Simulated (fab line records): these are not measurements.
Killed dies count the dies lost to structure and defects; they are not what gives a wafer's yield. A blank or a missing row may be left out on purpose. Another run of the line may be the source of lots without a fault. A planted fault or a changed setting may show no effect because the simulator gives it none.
fab line records	flow sky130
record lots=13	wafers=39	lastDay=49
route steps=708 shown SONOS_ONO@182 POLY_GATE@227 PAD_OPEN@708
lots with no fault: from the same line, run without faults
startH: hours from the record's first day to the start of the lot's first wafer shown	waitH: hours since the lot's step before	" the same as in the row above	L1.1+2: a single row standing in for several wafers	- no value, or no start given	* or withheld: withheld	< > ~ a bound
route shown NAME@n: names a module that has steps shown in the file, with the first one's number in the route	usual: mean and standard deviation over wafers with no fault	same: alike in all rows	chamber/n: place in a boat	sites: per-site readings	_std_site: their standard deviation	_edge_site: inner sites' mean taken away from outer sites' mean	radiusMm: how far each site lies from the wafer's centre	mask NAME#n: copy n	behind: the tool/chamber that last shaped the wafer	hold: cause of the lot's hold/its duration in hours/its outcome	device: whichever transistor did not switch (one of n, p or np)	end of line: the same wafers' tests at the end of the route	a step with no rows: only its recipe	killed: at the first sort, the dies lost to defects and structure; wafer yield is something else	map: shows each die of a wafer: x if killed, . if not, _ if none is there
set.NAME: the setting as run; set.NAME@STEP: as run at that earlier step	model.NAME: the simulator's own value behind a step, which no gauge read
a sample of lots followed through the steps of the route, with each step as a table and each wafer as a row
services: a tool's chamber out of use, with start hour (startH, from the record's first day; less than 0 if before it), hours out, and reason
## steps
# step SKY_SONOS_ONO_OVL_MEAS_14
# usual SONOS_ONO_OVL=-1.2/1.2
lot.wafer	tool	chamber	startH	waitH	SONOS_ONO_OVL[nm]
L860.2	overlay-01	-	285.55	0.1	-0.8
L860.3	"	-	"	"	-0.9
L860.6	"	-	"	"	-1.7
L861.1	overlay-02	-	293.99	0.1	-0.5
L861.2	"	-	"	"	0.0
L861.5	"	-	"	"	-0.5
L863.1	overlay-01	-	314.85	0.1	-1.3
L863.4	"	-	"	"	-0.5
L863.5	"	-	"	"	-0.5
L865.3	overlay-02	-	326.35	0.1	-1.9
L865.4	"	-	"	"	-2.2
L865.6	"	-	"	"	-0.4
L866.1	overlay-02	-	335.83	0.1	0.3
L866.5	"	-	"	"	0.0
L866.6	"	-	"	"	-0.1
L867.1	overlay-01	-	338.59	0.1	-2.2
L867.4	"	-	"	"	-4.1
L867.6	"	-	"	"	-4.1
L869.1	overlay-02	-	363.25	0.1	-1.5
L869.2	"	-	"	"	-1.4
L869.6	"	-	"	"	-1.8
L870.3	overlay-01	-	372.76	0.1	0.5
L870.5	"	-	"	"	1.9
L870.6	"	-	"	"	0.6
L871.2	overlay-02	-	377.35	0.1	-1.2
L871.4	"	-	"	"	-0.1
L871.5	"	-	"	"	-0.5
L872.3	overlay-02	-	403.26	0.1	-1.2
L872.4	"	-	"	"	-1.3
L872.6	"	-	"	"	-2.3
L873.2	overlay-02	-	403.64	0.1	-0.8
L873.3	"	-	"	"	-0.3
L873.6	"	-	"	"	-1.1
L876.4	overlay-01	-	417.87	0.1	-3.2
L876.5	"	-	"	"	-1.8
L876.6	"	-	"	"	-3.4
L878.3	overlay-01	-	431.65	0.1	-0.5
L878.4	"	-	"	"	-4.3
L878.5	"	-	"	"	-2.6
# step SKY_POLY_GATE_CD_MEAS_13
# recipe targetCdNm=150
# usual cdNm=149.9/1
lot.wafer	tool	chamber	startH	waitH	cdNm
L860.2	cdSem-02	-	375.34	-	149.9
L860.3	"	-	"	"	149.7
L860.6	"	-	"	"	149.4
L861.1	cdSem-01	-	386.08	-	149.6
L861.2	"	-	"	"	149.3
L861.5	"	-	"	"	149.9
L863.1	cdSem-02	-	408.67	-	150.4
L863.4	"	-	"	"	148.6
L863.5	"	-	"	"	150.9
L865.3	cdSem-01	-	421.47	-	147.5
L865.4	"	-	"	"	148.3
L865.6	"	-	"	"	148.5
L866.1	cdSem-02	-	431.93	-	151.1
L866.5	"	-	"	"	151.5
L866.6	"	-	"	"	151.5
L867.1	cdSem-02	-	436.57	-	150.5
L867.4	"	-	"	"	150.8
L867.6	"	-	"	"	151.5
L869.1	cdSem-02	-	460.02	-	147.9
L869.2	"	-	"	"	148.9
L869.6	"	-	"	"	147.3
L870.3	cdSem-01	-	469.16	-	149.1
L870.5	"	-	"	"	149.3
L870.6	"	-	"	"	150.7
L871.2	cdSem-02	-	476.49	-	150.4
L871.4	"	-	"	"	150.4
L871.5	"	-	"	"	150.3
L872.3	cdSem-01	-	501.02	-	150.7
L872.4	"	-	"	"	150.3
L872.6	"	-	"	"	149.6
L873.2	cdSem-02	-	504.19	-	151.1
L873.3	"	-	"	"	149.6
L873.6	"	-	"	"	151.4
L876.4	cdSem-01	-	519.04	-	149.5
L876.5	"	-	"	"	151.0
L876.6	"	-	"	"	151.5
L878.3	cdSem-02	-	530.12	-	149.8
L878.4	"	-	"	"	151.2
L878.5	"	-	"	"	151.8
# step SKY_POLY_GATE_OVL_MEAS_14
# usual POLY_GATE_OVL=-3/4.7
lot.wafer	tool	chamber	startH	waitH	POLY_GATE_OVL[nm]
L860.2	overlay-01	-	375.45	0.1	-7
L860.3	"	-	"	"	-5
L860.6	"	-	"	"	-4
L861.1	overlay-01	-	386.20	0.1	-6
L861.2	"	-	"	"	-10
L861.5	"	-	"	"	-4
L863.1	overlay-02	-	408.79	0.1	-1
L863.4	"	-	"	"	6
L863.5	"	-	"	"	4
L865.3	overlay-01	-	421.56	0.1	-1
L865.4	"	-	"	"	-1
L865.6	"	-	"	"	-3
L866.1	overlay-02	-	432.05	0.1	-2
L866.5	"	-	"	"	-4
L866.6	"	-	"	"	-3
L867.1	overlay-01	-	436.69	0.1	-5
L867.4	"	-	"	"	-1
L867.6	"	-	"	"	4
L869.1	overlay-01	-	460.14	0.1	-6
L869.2	"	-	"	"	-4
L869.6	"	-	"	"	-1
L870.3	overlay-02	-	469.25	0.1	-12
L870.5	"	-	"	"	-7
L870.6	"	-	"	"	-9
L871.2	overlay-02	-	476.60	0.1	-5
L871.4	"	-	"	"	-4
L871.5	"	-	"	"	-8
L872.3	overlay-01	-	501.11	0.1	-2
L872.4	"	-	"	"	-3
L872.6	"	-	"	"	-1
L873.2	overlay-02	-	504.30	0.1	-5
L873.3	"	-	"	"	-2
L873.6	"	-	"	"	5
L876.4	overlay-02	-	519.11	0.1	-9
L876.5	"	-	"	"	-12
L876.6	"	-	"	"	-5
L878.3	overlay-02	-	530.21	0.1	0
L878.4	"	-	"	"	-11
L878.5	"	-	"	"	-8
# step SKY_POLY_GATE_ETCH_17
# recipe targetDepthNm=180	stopOn=SiO2	overEtchFrac=0.56667	chemistry=HBr/Cl2	target=poly-Si	icpW=400	biasW=101.3	pressureMtorr=10	HBr_flow_sccm=150	Cl2_flow_sccm=50	timeS=70.5
# usual drypumpMotorCurrentA=5.4/0.46	mfcCl2Sccm=49.99/0.13	oesProductAu=0.988/0.0062	rfFwdPowerW=396.8/1.6	throttleValvePct=33.685/0.0078
# same timeS=70.5
lot.wafer	tool	chamber	startH	waitH	drypumpMotorCurrentA	mfcCl2Sccm	oesProductAu	rfFwdPowerW	rfHoursCounterH	throttleValvePct
L860.2	rieSi-01	0	375.66	0.0	5.2	49.67	0.984	396.3	24	33.677
L860.3	"	2	"	"	4.7	50.01	0.990	396.9	61	33.684
L860.6	"	0	"	"	5.2	49.85	0.987	397.9	-	33.680
L861.1	rieSi-01	3	386.42	0.0	6.2	49.76	1.002	398.1	11	33.666
L861.2	"	2	"	"	4.7	49.91	0.992	398.0	61	33.694
L861.5	"	3	"	"	6.2	49.84	0.985	398.5	-	33.698
L863.1	rieSi-02	3	409.01	0.0	5.4	50.01	0.982	396.6	3	33.687
L863.4	"	2	"	"	5.2	50.12	0.984	398.6	4	33.693
L863.5	"	3	"	"	5.4	49.91	0.986	394.7	-	33.685
L865.3	rieSi-01	3	421.76	0.0	6.1	49.97	0.990	397.1	11	33.691
L865.4	"	0	"	"	5.2	49.94	0.986	394.9	-	33.680
L865.6	"	2	"	"	4.7	49.94	0.994	398.2	-	33.667
L866.1	rieSi-02	0	432.26	0.0	5.7	50.19	0.983	398.6	3	33.678
L866.5	"	0	"	"	5.7	49.94	0.982	398.2	-	33.679
L866.6	"	1	"	"	5.7	49.92	0.983	396.9	-	33.681
L867.1	rieSi-02	0	436.91	0.0	5.7	50.07	0.992	398.9	3	33.686
L867.4	"	3	"	"	5.3	49.90	0.984	396.7	3	33.671
L867.6	"	3	"	"	5.4	49.99	0.981	396.1	-	33.677
L869.1	rieSi-01	0	460.36	0.0	5.2	50.00	0.985	394.6	25	33.680
L869.2	"	1	"	"	4.8	49.96	0.999	397.2	0	33.677
L869.6	"	3	"	"	6.2	49.95	0.981	398.5	-	33.684
L870.3	rieSi-01	3	469.46	0.0	6.2	49.84	0.981	397.4	12	33.682
L870.5	"	3	"	"	6.2	49.89	0.977	398.5	-	33.687
L870.6	"	0	"	"	5.2	50.16	0.977	394.3	-	33.687
L871.2	rieSi-02	0	476.81	0.0	5.7	50.11	0.989	398.9	4	33.685
L871.4	"	2	"	"	5.2	50.19	0.992	396.2	5	33.684
L871.5	"	1	"	"	5.7	49.98	0.990	394.9	-	33.704
L872.3	rieSi-01	2	501.31	0.0	4.7	50.01	0.995	398.1	0	33.696
L872.4	"	3	"	"	6.2	49.98	0.987	396.8	12	33.678
L872.6	"	0	"	"	5.2	50.13	0.988	393.7	-	33.688
L873.2	rieSi-01	0	504.51	0.0	5.2	49.72	0.989	390.4	25	33.681
L873.3	"	3	"	"	6.2	49.86	0.979	398.4	12	33.674
L873.6	"	3	"	"	6.1	50.06	0.979	399.2	-	33.690
L876.4	rieSi-01	0	519.31	0.0	5.2	50.03	1.001	460.8	25	33.669
L876.5	"	2	"	"	4.7	50.11	0.992	397.5	-	33.692
L876.6	"	3	"	"	6.1	50.13	0.986	397.7	-	33.691
L878.3	rieSi-01	0	530.41	0.0	5.2	50.03	0.990	459.3	25	33.698
L878.4	"	3	"	"	6.2	49.96	0.996	396.5	12	33.686
L878.5	"	1	"	"	4.9	49.79	0.983	395.8	-	33.663
# step SKY_PAD_OPEN_PROBE_99
# usual killed_at_M0_to_M3=43/6.5	killed_at_M4_up=3.2/1.9	killedAtContacts=25/5.5	killedAtFrontEnd=14/4.2	killedAtOther=0.2/0.44	killedDies=85/8.5	killedOpen=47/7	killedShort=39/6.3
# same grossDies=492	killedAtBackSide=0
lot.wafer	tool	chamber	startH	waitH	killed_at_M0_to_M3	killed_at_M4_up	killedAtContacts	killedAtFrontEnd	killedAtOther	killedDies	killedOpen	killedShort
L860.2	prober-02	-	1082.20	0.1	44	0	13	16	0	73	36	37
L860.3	prober-02	-	1082.25	0.2	41	3	26	18	0	88	47	41
L860.6	prober-02	-	1082.40	0.2	39	2	32	13	0	86	48	38
L861.1	prober-01	-	1089.19	0.1	45	5	25	15	1	91	49	42
L861.2	prober-01	-	1089.24	0.1	47	3	22	10	0	82	44	38
L861.5	prober-01	-	1089.39	0.2	47	4	27	18	0	96	57	39
L863.1	prober-01	-	1108.65	0.1	33	3	35	14	0	85	44	41
L863.4	prober-01	-	1108.80	0.2	43	3	31	15	0	92	56	36
L863.5	prober-01	-	1108.85	0.2	38	3	28	10	0	79	43	36
L865.3	prober-01	-	1114.74	0.2	35	4	24	25	0	88	53	35
L865.4	prober-01	-	1114.79	0.2	46	4	24	11	1	86	49	37
L865.6	prober-01	-	1114.89	0.2	36	8	15	20	1	80	38	42
L866.1	prober-02	-	1120.79	0.1	51	2	33	13	0	99	50	49
L866.5	prober-02	-	1120.99	0.2	38	4	35	8	0	85	49	36
L866.6	prober-02	-	1121.04	0.2	46	5	30	17	0	98	61	37
L867.1	prober-01	-	1124.54	0.1	35	1	29	18	0	83	38	45
L867.4	prober-01	-	1124.69	0.2	44	2	28	11	0	85	49	36
L867.6	prober-01	-	1124.79	0.2	49	5	27	14	0	95	53	42
L869.1	prober-02	-	1136.94	0.1	39	0	18	10	0	67	39	28
L869.2	prober-02	-	1136.99	0.1	34	0	19	19	0	72	44	28
L869.6	prober-02	-	1137.19	0.2	36	4	23	12	2	77	38	39
L870.3	prober-02	-	1147.81	0.2	48	4	25	12	0	89	44	45
L870.5	prober-02	-	1147.91	0.2	42	7	22	14	1	86	44	42
L870.6	prober-02	-	1147.96	0.2	53	1	17	7	0	78	44	34
L871.2	prober-01	-	1150.88	0.1	47	3	18	20	0	88	45	43
L871.4	prober-01	-	1150.98	0.2	38	6	15	21	0	80	41	39
L871.5	prober-01	-	1151.03	0.2	31	3	23	20	0	77	34	43
L872.3	prober-02	-	1164.87	0.2	49	5	26	19	0	99	50	49
L872.4	prober-02	-	1164.92	0.2	40	5	25	12	0	82	43	39
L872.6	prober-02	-	1165.02	0.2	47	0	20	18	1	86	48	38
L873.2	prober-01	-	1165.53	0.1	43	2	27	9	0	81	47	34
L873.3	prober-01	-	1165.58	0.2	43	4	22	16	0	85	49	36
L873.6	prober-01	-	1165.73	0.2	54	2	18	11	0	85	44	41
L876.4	prober-02	-	1178.55	0.2	43	1	21	23	1	89	52	37
L876.5	prober-02	-	1178.60	0.2	40	7	20	16	0	83	45	38
L876.6	prober-02	-	1178.65	0.2	39	6	28	10	0	83	49	34
L878.3	prober-02	-	1181.99	0.2	40	1	25	7	0	73	41	32
L878.4	prober-02	-	1182.04	0.2	34	4	28	11	0	77	43	34
L878.5	prober-02	-	1182.09	0.2	46	3	24	13	0	86	49	37
# killed by level:class
L860.2 VIA3:geometricParticle:open=8 METAL1:geometricParticle:short=7 VIA1:geometricParticle:short=7 POLY_GATE:geometricParticle:open=5 CONTACT:geometricParticle:open=5 VIA1:geometricParticle:open=5 METAL3:geometricParticle:short=4 CONTACT:geometricParticle:short=4
L860.3 LI_CONTACT:geometricParticle:open=12 FIELD_ISO:geometricParticle:open=7 VIA2:geometricParticle:open=7 METAL3:geometricParticle:short=6 VIA1:geometricParticle:open=6 METAL1:geometricParticle:short=5 VIA1:geometricParticle:short=5 POLY_GATE:geometricParticle:open=4
L860.6 CONTACT:geometricParticle:short=10 CONTACT:geometricParticle:open=10 VIA3:geometricParticle:open=8 LI_CONTACT:geometricParticle:open=7 VIA1:geometricParticle:open=7 VIA2:geometricParticle:open=5 VIA2:geometricParticle:short=4 POLY_GATE:geometricParticle:open=3
L861.1 VIA1:geometricParticle:open=9 CONTACT:geometricParticle:open=9 CONTACT:geometricParticle:short=7 VIA3:geometricParticle:open=7 FIELD_ISO:geometricParticle:short=6 VIA2:geometricParticle:open=6 VIA1:geometricParticle:short=6 METAL2:geometricParticle:short=6
L861.2 VIA1:geometricParticle:open=13 CONTACT:geometricParticle:open=9 METAL2:geometricParticle:short=8 LOCAL_INTERCONNECT:geometricParticle:short=7 METAL1:geometricParticle:short=7 VIA2:geometricParticle:open=5 VIA2:geometricParticle:short=5 FIELD_ISO:geometricParticle:short=4
L861.5 CONTACT:geometricParticle:open=12 VIA1:geometricParticle:open=11 VIA2:geometricParticle:open=9 FIELD_ISO:geometricParticle:open=7 CONTACT:geometricParticle:short=6 LOCAL_INTERCONNECT:geometricParticle:short=5 VIA3:geometricParticle:open=5 POLY_GATE:geometricParticle:open=4
L863.1 LI_CONTACT:geometricParticle:open=14 CONTACT:geometricParticle:open=7 METAL1:geometricParticle:short=7 VIA2:geometricParticle:open=7 CONTACT:geometricParticle:short=6 METAL2:geometricParticle:short=5 VIA3:geometricParticle:open=5 LI_CONTACT:geometricParticle:short=4
L863.4 CONTACT:geometricParticle:open=13 LI_CONTACT:geometricParticle:open=10 VIA1:geometricParticle:open=10 VIA2:geometricParticle:open=7 VIA3:geometricParticle:open=7 VIA3:geometricParticle:short=5 FIELD_ISO:geometricParticle:short=4 FIELD_ISO:geometricParticle:open=3
L863.5 LI_CONTACT:geometricParticle:open=10 VIA2:geometricParticle:open=9 CONTACT:geometricParticle:open=7 VIA1:geometricParticle:open=7 METAL1:geometricParticle:short=6 LOCAL_INTERCONNECT:geometricParticle:short=6 METAL2:geometricParticle:short=4 FIELD_ISO:geometricParticle:short=3
L865.3 CONTACT:geometricParticle:open=10 FIELD_ISO:geometricParticle:open=9 VIA1:geometricParticle:open=8 VIA2:geometricParticle:open=7 POLY_GATE:geometricParticle:short=6 VIA3:geometricParticle:open=6 LI_CONTACT:geometricParticle:open=5 CONTACT:geometricParticle:short=5
L865.4 VIA1:geometricParticle:open=10 VIA2:geometricParticle:open=10 CONTACT:geometricParticle:open=8 CONTACT:geometricParticle:short=6 VIA3:geometricParticle:open=6 LI_CONTACT:geometricParticle:open=5 METAL1:geometricParticle:short=5 VIA1:geometricParticle:short=5
L865.6 FIELD_ISO:geometricParticle:short=8 METAL4:geometricParticle:short=7 CONTACT:geometricParticle:open=7 VIA2:geometricParticle:open=7 VIA3:geometricParticle:short=6 VIA3:geometricParticle:open=6 VIA1:geometricParticle:open=4 SPACER:geometricParticle:short=3
L866.1 CONTACT:geometricParticle:open=15 VIA1:geometricParticle:open=10 VIA2:geometricParticle:open=8 METAL2:geometricParticle:short=7 VIA3:geometricParticle:short=7 VIA2:geometricParticle:short=6 CONTACT:geometricParticle:short=5 LOCAL_INTERCONNECT:geometricParticle:short=5
L866.5 LI_CONTACT:geometricParticle:open=12 CONTACT:geometricParticle:short=8 VIA1:geometricParticle:open=8 CONTACT:geometricParticle:open=7 VIA3:geometricParticle:open=5 LI_CONTACT:geometricParticle:short=5 METAL2:geometricParticle:short=5 VIA2:geometricParticle:open=4
L866.6 LI_CONTACT:geometricParticle:open=13 VIA1:geometricParticle:open=10 VIA2:geometricParticle:open=10 VIA1:geometricParticle:short=6 LOCAL_INTERCONNECT:geometricParticle:short=5 CONTACT:geometricParticle:open=5 FIELD_ISO:geometricParticle:open=4 CONTACT:geometricParticle:short=4
L867.1 CONTACT:geometricParticle:short=9 VIA1:geometricParticle:short=7 VIA1:geometricParticle:open=7 LI_CONTACT:geometricParticle:open=6 CONTACT:geometricParticle:open=6 POLY_GATE:geometricParticle:short=5 LOCAL_INTERCONNECT:geometricParticle:short=5 VIA2:geometricParticle:open=5
L867.4 CONTACT:geometricParticle:open=12 VIA1:geometricParticle:open=12 CONTACT:geometricParticle:short=6 VIA2:geometricParticle:open=6 VIA3:geometricParticle:open=5 LI_CONTACT:geometricParticle:open=5 METAL1:geometricParticle:short=5 VIA2:geometricParticle:short=4
L867.6 CONTACT:geometricParticle:open=18 VIA1:geometricParticle:open=11 VIA3:geometricParticle:open=8 POLY_GATE:geometricParticle:short=5 VIA1:geometricParticle:short=5 METAL3:geometricParticle:short=5 METAL4:geometricParticle:short=5 LI_CONTACT:geometricParticle:short=4
L869.1 CONTACT:geometricParticle:open=8 VIA3:geometricParticle:open=7 VIA2:geometricParticle:open=6 METAL1:geometricParticle:short=6 VIA1:geometricParticle:open=6 VIA3:geometricParticle:short=5 VIA1:geometricParticle:short=4 FIELD_ISO:geometricParticle:open=3
L869.2 VIA1:geometricParticle:open=12 LI_CONTACT:geometricParticle:open=8 CONTACT:geometricParticle:open=8 FIELD_ISO:geometricParticle:short=5 FIELD_ISO:geometricParticle:open=5 VIA3:geometricParticle:open=4 METAL1:geometricParticle:short=3 VIA1:geometricParticle:short=3
L869.6 VIA3:geometricParticle:open=10 CONTACT:geometricParticle:short=9 CONTACT:geometricParticle:open=6 LI_CONTACT:geometricParticle:open=5 POLY_GATE:geometricParticle:open=4 VIA2:geometricParticle:open=4 METAL3:geometricParticle:short=4 VIA2:geometricParticle:short=4
L870.3 CONTACT:geometricParticle:open=11 VIA1:geometricParticle:open=9 METAL2:geometricParticle:short=8 VIA2:geometricParticle:open=7 METAL3:geometricParticle:short=5 POLY_GATE:geometricParticle:short=4 LI_CONTACT:geometricParticle:open=4 LOCAL_INTERCONNECT:geometricParticle:short=4
L870.5 VIA2:geometricParticle:open=9 VIA1:geometricParticle:open=8 CONTACT:geometricParticle:open=7 METAL1:geometricParticle:short=7 VIA3:geometricParticle:open=7 METAL4:geometricParticle:short=6 CONTACT:geometricParticle:short=5 POLY_GATE:geometricParticle:short=4
L870.6 CONTACT:geometricParticle:open=11 VIA1:geometricParticle:open=10 VIA3:geometricParticle:open=9 METAL1:geometricParticle:short=8 VIA2:geometricParticle:open=8 METAL2:geometricParticle:short=5 VIA1:geometricParticle:short=5 FIELD_ISO:geometricParticle:short=3
L871.2 VIA3:geometricParticle:open=11 VIA1:geometricParticle:open=11 POLY_GATE:geometricParticle:short=7 CONTACT:geometricParticle:open=6 VIA1:geometricParticle:short=6 VIA2:geometricParticle:open=6 FIELD_ISO:geometricParticle:short=4 LOCAL_INTERCONNECT:geometricParticle:short=4
L871.4 VIA1:geometricParticle:open=9 FIELD_ISO:geometricParticle:open=7 CONTACT:geometricParticle:open=6 VIA2:geometricParticle:open=6 POLY_GATE:geometricParticle:open=5 CONTACT:geometricParticle:short=5 VIA1:geometricParticle:short=5 METAL4:geometricParticle:short=5
L871.5 LI_CONTACT:geometricParticle:open=10 POLY_GATE:geometricParticle:short=8 CONTACT:geometricParticle:open=7 METAL1:geometricParticle:short=6 FIELD_ISO:geometricParticle:short=5 VIA1:geometricParticle:open=5 VIA1:geometricParticle:short=4 VIA2:geometricParticle:open=4
L872.3 VIA1:geometricParticle:open=12 CONTACT:geometricParticle:open=10 CONTACT:geometricParticle:short=8 METAL1:geometricParticle:short=8 VIA3:geometricParticle:open=6 VIA1:geometricParticle:short=6 VIA2:geometricParticle:open=6 FIELD_ISO:geometricParticle:open=5
L872.4 VIA1:geometricParticle:open=10 LI_CONTACT:geometricParticle:open=7 VIA3:geometricParticle:open=7 CONTACT:geometricParticle:open=6 VIA2:geometricParticle:open=5 LOCAL_INTERCONNECT:geometricParticle:short=5 METAL2:geometricParticle:short=5 LI_CONTACT:geometricParticle:short=4
L872.6 VIA1:geometricParticle:open=13 CONTACT:geometricParticle:open=9 VIA1:geometricParticle:short=9 VIA2:geometricParticle:open=7 VIA2:geometricParticle:short=5 VIA3:geometricParticle:open=5 FIELD_ISO:geometricParticle:short=4 LI_CONTACT:geometricParticle:open=4
L873.2 CONTACT:geometricParticle:open=10 VIA3:geometricParticle:open=9 CONTACT:geometricParticle:short=8 VIA1:geometricParticle:open=8 VIA2:geometricParticle:open=6 LOCAL_INTERCONNECT:geometricParticle:short=4 VIA1:geometricParticle:short=4 METAL1:geometricParticle:open=4
L873.3 VIA1:geometricParticle:open=16 VIA2:geometricParticle:open=9 CONTACT:geometricParticle:open=7 FIELD_ISO:geometricParticle:short=5 LI_CONTACT:geometricParticle:open=5 CONTACT:geometricParticle:short=5 METAL1:geometricParticle:short=5 METAL2:geometricParticle:short=4
L873.6 VIA1:geometricParticle:open=14 VIA2:geometricParticle:open=9 VIA1:geometricParticle:short=8 CONTACT:geometricParticle:short=7 METAL1:geometricParticle:short=5 METAL2:geometricParticle:short=5 FIELD_ISO:geometricParticle:open=4 CONTACT:geometricParticle:open=4
L876.4 VIA1:geometricParticle:open=12 FIELD_ISO:geometricParticle:open=8 CONTACT:geometricParticle:open=7 VIA3:geometricParticle:open=7 FIELD_ISO:geometricParticle:short=6 VIA2:geometricParticle:open=6 METAL1:geometricParticle:short=5 POLY_GATE:geometricParticle:short=4
L876.5 VIA1:geometricParticle:open=12 LI_CONTACT:geometricParticle:open=7 CONTACT:geometricParticle:open=7 VIA2:geometricParticle:short=6 POLY_GATE:geometricParticle:open=5 VIA1:geometricParticle:short=5 METAL2:geometricParticle:short=5 FIELD_ISO:geometricParticle:short=4
L876.6 VIA1:geometricParticle:open=12 VIA2:geometricParticle:open=9 CONTACT:geometricParticle:open=8 METAL2:geometricParticle:short=7 LI_CONTACT:geometricParticle:open=7 LOCAL_INTERCONNECT:geometricParticle:short=7 FIELD_ISO:geometricParticle:open=4 CONTACT:geometricParticle:short=4
L878.3 VIA1:geometricParticle:open=11 CONTACT:geometricParticle:open=9 LI_CONTACT:geometricParticle:open=7 VIA1:geometricParticle:short=5 METAL1:geometricParticle:short=4 METAL2:geometricParticle:short=4 VIA2:geometricParticle:open=4 VIA3:geometricParticle:short=4
L878.4 CONTACT:geometricParticle:open=11 VIA2:geometricParticle:open=8 CONTACT:geometricParticle:short=7 VIA1:geometricParticle:open=7 METAL2:geometricParticle:short=7 VIA3:geometricParticle:open=6 LOCAL_INTERCONNECT:geometricParticle:short=4 FIELD_ISO:geometricParticle:open=3
L878.5 VIA1:geometricParticle:open=10 CONTACT:geometricParticle:open=9 VIA3:geometricParticle:open=7 VIA2:geometricParticle:open=7 POLY_GATE:geometricParticle:short=5 LI_CONTACT:geometricParticle:open=5 METAL1:geometricParticle:short=5 VIA1:geometricParticle:short=5
## services
tool	chamber	startH	hours	kind
rieSi-02	3	387.84	1.9	repair
rieSi-01	1	408.31	-	clean
rieSi-01	1	408.31	25.9	scheduledDown
rieSi-01	1	408.31	25.9	ventCycle
rieSi-01	3	439.95	4.0	repair
rieSi-01	2	473.43	-	clean
rieSi-01	2	473.43	20.7	scheduledDown
rieSi-01	2	473.43	20.7	ventCycle
rieSi-02	1	514.39	-	clean
rieSi-02	1	514.39	17.8	scheduledDown
rieSi-02	1	514.39	17.8	ventCycle
## key
firstSign step=SKY_POLY_GATE_ETCH_17	reading=rfFwdPowerW	direction=up	sigmas=39	usual=396.8	struck=460.0
effect none on later readings
metAt SKY_POLY_GATE_ETCH_17
struckLots L876,L878
struckWafers L876.4,L878.3
testerLeftOut L876,L878
notActingAt SKY_SONOS_ONO_OVL_MEAS_14,SKY_POLY_GATE_CD_MEAS_13,SKY_POLY_GATE_OVL_MEAS_14
onsetBetween 504.51 519.31
fault kind=processParameterDrift	tool=rieSi-01	chamber=0	onsetH=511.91	steps=SKY_POLY_GATE_ETCH_17	channel=icpW	offset=64	shape=step	endH=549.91	actsIn=theseRecipesOnly	stated=400
# testerLeftOut: of these lots the tester's yield and bins aren't shown, on N5 and GAA mostly nor the transistor test; their killed dies are dies lost to structure and defects alone, not to doping, threshold or leakage, so they don't give the yield
